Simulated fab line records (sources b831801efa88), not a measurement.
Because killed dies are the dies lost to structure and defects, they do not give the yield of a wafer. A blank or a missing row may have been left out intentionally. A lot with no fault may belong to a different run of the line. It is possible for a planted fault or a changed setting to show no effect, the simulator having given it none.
Which of the tools did it? ; flow sky130 ; Sampling: 14 lots, 42 wafers, 5 of 708 route steps

== WHAT EACH GAUGE READ, for each wafer ==
SKY_VIA1_RS_MEAS_22: measures by four-point-probe. Usual: VIA1_W_RS gives 0.426 ohm/sq (standard deviation 0.0073).
lot;measured;on;VIA1_W_RS (ohm/sq);flag
L623;day 34 09:23;film_metro-01;0.427 0.433 0.431;
L625;day 35 05:29;film_metro-01;0.422 0.423 0.424;
L627;day 36 04:01;film_metro-03;0.417 0.422 0.418;
L629;day 36 10:38;film_metro-04;0.417 0.416 0.420;
L630;day 36 23:02;film_metro-04;0.420 0.414 0.418;
L631;day 37 04:07;film_metro-03;0.429 0.430 0.432;
L632;day 37 18:03;film_metro-01;0.427 0.430 0.427;
L634;day 38 05:18;film_metro-01;0.429 0.428 0.431;
L635;day 38 06:43;film_metro-04;0.434 0.435 0.431;
L639;day 39 15:25;film_metro-03;0.436 0.434 0.438;
L642;day 40 11:42;film_metro-01;0.426 0.432 0.429;
L644;day 40 23:18;film_metro-03;0.427 0.428 0.432;
L645;day 41 03:11;film_metro-03;0.427 0.423 0.427;
L646;day 41 04:53;film_metro-03;0.437 0.420 0.445;

SKY_VIA2_CD_MEAS_12 targets a cd of 200 nm. Usual: cd_nm reads 200.0 nm (standard deviation 1.3).
lot;measured;on;cd_nm (nm);flag
L623;day 36 17:30;cd_sem-02;200.5 200.3 199.9;
L625;day 37 11:52;cd_sem-01;198.4 197.9 199.2;
L627;day 38 10:10;cd_sem-02;199.8 200.1 200.3;
L629;day 38 16:20;cd_sem-01;200.3 200.7 199.9;
L630;day 39 04:43;cd_sem-02;200.4 200.4 201.0;
L631;day 39 07:58;cd_sem-02;201.0 200.0 201.6;
L632;day 40 00:03;cd_sem-02;200.2 200.5 200.1;
L634;day 40 10:21;cd_sem-02;199.3 200.0 200.7;
L635;day 40 11:39;cd_sem-02;200.7 201.1 200.2;
L639;day 41 18:05;cd_sem-01;201.6 201.0 201.5;
L645;day 43 05:54;cd_sem-01;200.1 200.9 199.6;
L646;day 43 06:12;cd_sem-01;197.4 197.9 197.3;

== EACH LOT AND THE TOOL THAT RAN IT (in order: tool; ch and the chambers of the sampled wafers; start) ==
lot;SKY_METAL2_ETCH_18;SKY_METAL2_METAL_ETCH_19;SKY_METAL2_STRIP_20
L623;rie_metal-04 ch 0,1, day 35 13:50;rie_metal-04 ch 0,1, day 35 13:54;plasma_asher-02 ch 0,1, day 35 13:59
L625;rie_metal-02 ch 0,1, day 36 08:44;rie_metal-02 ch 0,1, day 36 08:48;plasma_asher-01 ch 0,1, day 36 08:53
L627;rie_metal-04 ch 0,1, day 37 06:53;rie_metal-04 ch 0,1, day 37 06:57;plasma_asher-01 ch 0,1, day 37 07:02
L629;rie_metal-04 ch 0,1, day 37 13:51;rie_metal-04 ch 0,1, day 37 13:56;plasma_asher-02 ch 0,1, day 37 14:01
L630;rie_metal-02 ch 0,1, day 38 01:13;rie_metal-02 ch 0,1, day 38 01:17;plasma_asher-03 ch 0,1, day 38 01:23
L631;rie_metal-01 ch 0,1, day 38 04:50;rie_metal-01 ch 0,1, day 38 04:54;plasma_asher-02 ch 0,1, day 38 04:59
L632;rie_metal-02 ch 0,1, day 38 21:17;rie_metal-02 ch 0,1, day 38 21:21;plasma_asher-03 ch 0,1, day 38 21:26
L634;rie_metal-04 ch 0,1, day 39 08:04;rie_metal-04 ch 0,1, day 39 08:08;plasma_asher-03 ch 0,1, day 39 08:13
L635;rie_metal-01 ch 0,1, day 39 09:23;rie_metal-01 ch 0,1, day 39 09:27;plasma_asher-03 ch 0,1, day 39 09:32
L639;rie_metal-01 ch 0,1, day 40 17:04;rie_metal-01 ch 0,1, day 40 17:08;plasma_asher-01 ch 1, day 40 17:13
L642;rie_metal-02 ch 0,1, day 41 12:29;rie_metal-02 ch 0,1, day 41 12:33;plasma_asher-01 ch 0,1, day 41 12:38
L644;rie_metal-04 ch 0, day 42 00:34;rie_metal-04 ch 0, day 42 00:42;plasma_asher-01 ch 1, day 42 00:53
L645;rie_metal-02 ch 0,1, day 42 04:38;rie_metal-02 ch 0,1, day 42 04:42;plasma_asher-01 ch 0,1, day 42 04:47
L646;rie_metal-04 ch 0, day 42 05:38;rie_metal-04 ch 0, day 42 05:46;plasma_asher-03 ch 0,1, day 42 05:55
- SKY_METAL2_ETCH_18: etches BARC in N2/H2, stops on SiO2, time 45.9 s, target depth 60 nm.
- SKY_METAL2_METAL_ETCH_19: etches the open film in Cl2/BCl3, stops on SiO2, target depth 360 nm, time 78 s.
- SKY_METAL2_STRIP_20: strips in O2/N2.

== AS READ BY THE TOOLS THEMSELVES (means over the sampled wafers that have a number; for cases with no such wafer, the mark the record gives instead) ==
SKY_METAL2_ETCH_18. Usual: bias_w 100.01 W, standard deviation 0.26; chamber_pressure_mTorr 30.000 mTorr, standard deviation 0.027; drypump_motor_current_A 5.6 A, standard deviation 0.56; oes_product_au 0.856 a.u., standard deviation 0.0048; throttle_valve_pct 13.225 %, standard deviation 0.0091.
lot;tool;bias_w (W);chamber_pressure_mTorr (mTorr);drypump_motor_current_A (A);oes_product_au (a.u.);throttle_valve_pct (%);flag
L623;rie_metal-04;99.98;30.009;5.1;0.856;13.215;
L625;rie_metal-02;100.00;29.982;6.1;0.855;13.223;
L627;rie_metal-04;99.94;29.968;5.1;0.859;13.219;
L629;rie_metal-04;100.01;30.017;5.1;0.847;13.226;
L630;rie_metal-02;100.19;30.017;6.3;0.857;13.229;
L631;rie_metal-01;99.96;30.002;6.0;0.856;13.226;
L632;rie_metal-02;99.87;29.985;6.1;0.854;13.223;
L634;rie_metal-04;100.12;30.024;5.1;0.856;13.219;
L635;rie_metal-01;99.85;30.002;6.0;0.856;13.230;
L639;rie_metal-01;100.24;30.001;6.0;0.853;13.231;
L642;rie_metal-02;-;-;-;-;-;OFF
L644;rie_metal-04;-;-;-;-;-;OFF
L645;rie_metal-02;100.14;29.995;6.3;0.859;13.226;
L646;rie_metal-04;99.77;29.996;5.1;0.860;13.236;

SKY_METAL2_METAL_ETCH_19. Usual: bcl3_flow_sccm 30.01 sccm, standard deviation 0.093; bias_w 48.52 W, standard deviation 0.15; drypump_motor_current_A 5.6 A, standard deviation 0.56; oes_product_au 0.856 a.u., standard deviation 0.0063; throttle_valve_pct 22.264 %, standard deviation 0.0084.
lot;tool;bcl3_flow_sccm (sccm);bias_w (W);drypump_motor_current_A (A);oes_product_au (a.u.);throttle_valve_pct (%);flag
L623;rie_metal-04;29.99;48.47;5.1;0.854;22.267;
L625;rie_metal-02;30.00;48.51;6.1;0.850;22.262;
L627;rie_metal-04;30.00;48.49;5.2;0.855;22.270;
L629;rie_metal-04;30.06;48.45;5.1;0.847;22.266;
L630;rie_metal-02;30.13;48.62;6.3;0.858;22.259;
L631;rie_metal-01;30.09;48.61;6.0;0.861;22.263;
L632;rie_metal-02;29.94;48.59;6.1;0.858;22.264;
L634;rie_metal-04;30.05;48.48;5.0;0.859;22.266;
L635;rie_metal-01;30.13;48.46;6.0;0.852;22.261;
L639;rie_metal-01;30.04;48.49;6.0;0.844;22.272;
L642;rie_metal-02;29.95;48.46;6.1;0.375;22.259;OFF
L644;rie_metal-04;29.81;48.54;5.1;0.379;22.265;OFF
L645;rie_metal-02;30.04;48.34;6.3;0.854;22.271;
L646;rie_metal-04;29.95;48.60;5.0;0.854;22.251;

SKY_METAL2_STRIP_20. Usual: drypump_motor_current_A 5.7 A, standard deviation 0.47; oes_product_au 0.344 a.u., standard deviation 0.006; strip_time_to_endpoint_s 2.71 s, standard deviation 0.082.
lot;tool;drypump_motor_current_A (A);oes_product_au (a.u.);strip_time_to_endpoint_s (s);flag
L623;plasma_asher-02;5.7;0.351;2.74;
L625;plasma_asher-01;5.7;0.348;2.71;
L627;plasma_asher-01;5.7;0.343;2.72;
L629;plasma_asher-02;5.7;0.343;2.76;
L630;plasma_asher-03;5.4;0.345;2.63;
L631;plasma_asher-02;5.7;0.349;2.67;
L632;plasma_asher-03;5.7;0.342;2.66;
L634;plasma_asher-03;5.7;0.347;2.75;
L635;plasma_asher-03;5.7;0.343;2.66;
L639;plasma_asher-01;5.4;0.339;2.64;
L642;plasma_asher-01;5.7;0.362;3.13;OFF
L644;plasma_asher-01;5.4;0.371;3.30;OFF
L645;plasma_asher-01;6.0;0.334;2.63;
L646;plasma_asher-03;5.4;0.349;2.83;

== THE ANSWER, worked out from the rows above alone ==
Rule: lot off if the mean of its wafers having a number is beyond 3 standard deviations from the usual mean. A lot without any number at a reading at which 4 lots or more have one is off too. Any other lot the step has rows for is counted as sound. Order of review: gauges by route order, followed by the tools' own readings, for which a lot's mean as printed above is used. The first step at which some lot is off is used, and at that step the reading that is off furthest; a lot without a number counts as furthest.
Off, at SKY_METAL2_ETCH_18 on bias_w: L642, L644. Without a number there: L642, L644.
If a tool, at that step or one of the process steps before it, ran each lot that is off and ran no sound lot following the first of them, it fits. Not one of the candidates tried fits.

== WHAT THE SIMULATOR PUT IN ==
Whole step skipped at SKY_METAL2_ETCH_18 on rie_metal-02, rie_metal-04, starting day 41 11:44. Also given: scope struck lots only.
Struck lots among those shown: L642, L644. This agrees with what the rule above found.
